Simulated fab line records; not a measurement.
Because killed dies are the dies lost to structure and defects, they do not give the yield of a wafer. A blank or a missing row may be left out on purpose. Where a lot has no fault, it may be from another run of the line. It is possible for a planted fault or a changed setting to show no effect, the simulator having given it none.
Matching of chambers | flow gf180mcu | GF_SAB_ETCH_11 on rieDiel-01 has 4 sister chambers
The step etches SiO2 in C4F8/O2/Ar, target depth 55 nm, time 8.5 s. 7 wafers are shown with their chamber, then 7 later ones without.

== EACH WAFER AND ITS CHAMBER ==
wafer  | chamber | oesProductAu (a.u.) | chamberPressureMTorr (mTorr)
L645.2 | 2       | 0.995               | 40.00
L646.4 | 0       | 0.988               | 40.04
L649.1 | 1       | 1.001               | 40.00
L649.2 | 0       | 0.990               | 39.96
L649.4 | 3       | 1.017               | 40.03
L662.1 | 3       | 1.007               | 39.93
L662.4 | 1       | 0.995               | 39.98

== WAFERS WITH NO CHAMBER GIVEN ==
wafer  | oesProductAu (a.u.) | chamberPressureMTorr (mTorr)
L662.6 | 0.996               | 39.96
L663.1 | 1.001               | 40.03
L663.3 | 1.012               | 40.01
L663.6 | 1.002               | 39.92
L664.2 | 1.001               | 39.98
L664.3 | 1.006               | 40.03
L664.4 | 1.001               | 40.02

== WHICH CHAMBER EACH WENT THROUGH ==
wafer  | from the rows above               | in truth
L662.6 | can't be placed: 1 or 2 or 0      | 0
L663.1 | can't be placed: 1 or 2 or 3 or 0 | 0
L663.3 | 3                                 | 3
L663.6 | can't be placed: 1 or 2 or 3 or 0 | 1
L664.2 | can't be placed: 1 or 2 or 3 or 0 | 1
L664.3 | can't be placed: 3 or 1 or 2      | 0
L664.4 | can't be placed: 1 or 2 or 3 or 0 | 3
Correct placement for 1 of the 7. Not placeable from these rows: 6 (in 5, the candidates include the true chamber). Number placed wrongly: 0.
How it was worked out, from the rows above alone: a wafer's distance from a chamber is the root of the sum, over the readings, of the square of ((its reading less the chamber's mean) divided by the reading's scatter). The wafer belongs to the nearest chamber; if the next one is less than 2 further off, it can't be placed. The mean given for a chamber averages the wafers shown for that chamber. How the scatter is found: for the shown wafers, subtract from each reading the mean of its chamber, square and add these, divide the total by (wafers less chambers), then take the root.
